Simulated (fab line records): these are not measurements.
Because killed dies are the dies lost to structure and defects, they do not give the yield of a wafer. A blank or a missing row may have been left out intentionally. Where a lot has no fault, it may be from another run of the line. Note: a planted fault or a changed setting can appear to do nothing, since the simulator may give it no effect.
Comparing a struck lot with a sound one + flow sky130 + 15 steps out of a route of 708
Sound: these wafers, L351.1, L351.5, L351.6. Struck: wafers L357.1, L357.2, L357.4. The cause is given at the end.
For every step that has rows: the tool of each side, followed by ch and its chambers, followed by its first start. Under that, the readings that differ: sound wafers + struck wafers + difference of the means + sigmas: that difference in standard deviations of wafers without a fault.
alike: a reading whose means differ by less than 2 such deviations, as well as words and numbers matching on both sides. not compared: withheld readings; readings where some wafer has no value; bounds like >300 that might hide an equal value; numbers whose values overlap and for which the record gives no deviation.
A row with sigmas, a row that says differs or no value, or rows on one side alone: a step with any of these is where the two part. Numbers that don't overlap but have no deviation are shown without sigmas and don't part them. A reading that every wafer of one side lacks parts them only if that side has two wafers or more.

first, 3 steps without rows for these wafers: SKY_VIA2_CLEAN_18 (cleans in IPA, time 180 s); SKY_VIA2_CLEAN_19 (cleans in O3/DIW); SKY_VIA2_SPUTTER_20 (material TiN, target thk 20 nm, time 80 s).
SKY_VIA2_CVD_21: deposits W, target thk 420 nm, time 126.4 s.
  sound on cvd_w-01 ch 0,1, day 36 16:00; struck on cvd_w-01 ch 0,1, day 38 17:59
  alike: chamber_pressure_Torr, heater_power_outer_w, heater_power_w, susceptor_temp_C
SKY_VIA2_RS_MEAS_22: uses a four-point probe to measure.
  sound on film_metro-03, day 36 16:08; struck on film_metro-01, day 38 18:07
  alike: VIA2_W_RS
SKY_VIA2_THK_MEAS_23: measures by xrf.
  sound on film_metro-03, day 36 16:15; struck on film_metro-01, day 38 18:14
  alike: VIA2_W_THK
then, 1 step without rows for these wafers: SKY_VIA2_CMP_24 (polishes, stops on SiO2, t overpolish 20 s, target thk 0 nm).
SKY_METAL3_SPUTTER_00: material Ti, target thk 15 nm, time 10 s.
  sound on pvd_sputter-04, day 36 16:37; struck on pvd_sputter-04, day 38 18:36
  alike: throttle_valve_pct
then, 1 step without rows for these wafers: SKY_METAL3_SPUTTER_01 (material TiN, target thk 20 nm, time 16.7 s).
SKY_METAL3_SPUTTER_02: material AlCu, target thk 735 nm, time 37.31 s.
  sound on pvd_sputter-04, day 36 16:40; struck on pvd_sputter-04, day 38 18:39
  alike: throttle_valve_pct
SKY_METAL3_SPUTTER_03: material Ti, target thk 5 nm, time 3.3 s.
  sound on pvd_sputter-04, day 36 16:42; struck on pvd_sputter-04, day 38 18:41
  alike: throttle_valve_pct
then, 1 step without rows for these wafers: SKY_METAL3_SPUTTER_04 (material TiN, target thk 70 nm, time 58.3 s).
SKY_CAPM_CVD_00: deposits SiO2, target thk 15.5 nm.
  sound on pecvd-02 ch 0,2, day 36 16:46; struck on pecvd-02 ch 1,2, day 38 18:46
  no value came back on the struck wafers for heater_power_outer_w (W), heater_power_w (W), susceptor_temp_C (C); on the sound wafers heater_power_outer_w (W) reads 366 356 360
SKY_CAPM_SPUTTER_02: material TiN, target thk 200 nm, time 166.7 s.
  sound on pvd_sputter-03, day 36 16:52; struck on pvd_sputter-03, day 38 18:51
  alike: susceptor_temp_C, throttle_valve_pct
-- the record jumps here: 9 days lie between the struck wafers' starts before and after (it left off in module CAPM and takes up again in module PAD_OPEN, whose first step shown is number 708 of the route) --
SKY_PAD_OPEN_PROBE_99:
  sound on prober-01, day 46 03:39; struck on prober-01, day 47 15:28
| reading                  | sound          | struck         | difference | sigmas      |
|--------------------------|----------------|----------------|------------|-------------|
| defect_limited_yield (%) | 82.9 86.0 79.7 | 0 0 0          | -83        | -44         |
| killed_at_other          | 0 0 0          | 403 409 409    | +407       | +99 or more |
| killed_dies              | 84 69 100      | 492 492 492    | +408       | +43         |
| killed_on_rim            | 20 12 15       | 96 96 96       | +80        | +21         |
| sort_bin_5_function (%)  | 10.6 8.7 12.8  | 91.5 92.5 93.1 | +81.7      | +54         |
| sort_n_pass              | 408 423 392    | 0 0 0          | -408       | -43         |
| sort_yield_pct (%)       | 82.9 86.0 79.7 | 0 0 0          | -83        | -44         |
  alike: killed_at_M0_to_M3, killed_at_M4_up, killed_at_contacts, killed_at_front_end, killed_open, killed_short, sort_bin_3_pad_short, sort_bin_6_memory

## WHERE THEY PART
At SKY_CAPM_CVD_00 first; at SKY_PAD_OPEN_PROBE_99 last (within this record only).

WHY: the cause the simulator had injected
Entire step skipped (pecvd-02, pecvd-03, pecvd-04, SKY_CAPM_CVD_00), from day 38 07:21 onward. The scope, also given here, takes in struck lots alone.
